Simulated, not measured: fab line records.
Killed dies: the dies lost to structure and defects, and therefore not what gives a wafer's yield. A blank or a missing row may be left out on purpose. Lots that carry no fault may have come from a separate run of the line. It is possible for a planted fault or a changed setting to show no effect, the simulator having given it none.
A single fault, viewed from 2 desks | flow gf180mcu | every desk sees just its own numbers, and what lay behind them comes last

== AT THE METROLOGY DESK ==
What the gauges read for every lot (on any tool): the sampled wafers with a number, averaged. The brackets show how far a lot's mean lies from the usual mean; more than 4 standard deviations puts the lot out of limits, marked OUT.
Columns: A = V5_W_THK at GF_V5_THK_MEAS_25, usual 351 nm; B = PASSIVATION_CVD_02_THK at GF_PASSIVATION_THK_MEAS_03, usual 699 nm
lot  | first seen here | A   | B
L736 | day 27 03:19    | 349 | 697
L737 | day 27 08:09    | 351 | 691
L738 | day 28 06:01    | 356 | 693
L739 | day 28 07:38    | 351 | 683
L741 | day 28 19:16    | 352 | 702
L743 | day 29 10:52    | 347 | 703
L744 | day 29 13:40    | 350 | 696
L745 | day 30 02:34    | 346 | 698
L746 | day 30 09:20    | 350 | 693
L749 | day 31 09:23    | 350 | 700
L756 | day 32 23:31    | 349 | 700
L757 | day 33 03:21    | 357 | 706
L759 | day 33 15:02    | 356 | 705
This desk found nothing out of limits on any of the 13 lots.

== THE TOOL OWNER'S DESK: pvd-sputter-03 ==
The tool's own readings at GF_MIM_SPUTTER_03 (material Ti, target thk 10 nm, time 6.7 s): means of the sampled wafers that have a number, for each lot that ran on this tool. The brackets show how far a lot's mean lies from the usual mean; more than 4 standard deviations puts the lot out of limits, marked OUT.
Columns: A = throttle-valve-pct at GF_MIM_SPUTTER_03, usual 30.5 %
lot  | first seen here | A
L756 | day 30 18:07    | 31.0
This desk's finding: nothing out of limits on the one lot.

== TAKEN TOGETHER ==
The metrology desk saw nothing out of limits.
The desk of the tool owner found nothing out of limits.

== WHAT THE SIMULATOR HAD PUT IN ==
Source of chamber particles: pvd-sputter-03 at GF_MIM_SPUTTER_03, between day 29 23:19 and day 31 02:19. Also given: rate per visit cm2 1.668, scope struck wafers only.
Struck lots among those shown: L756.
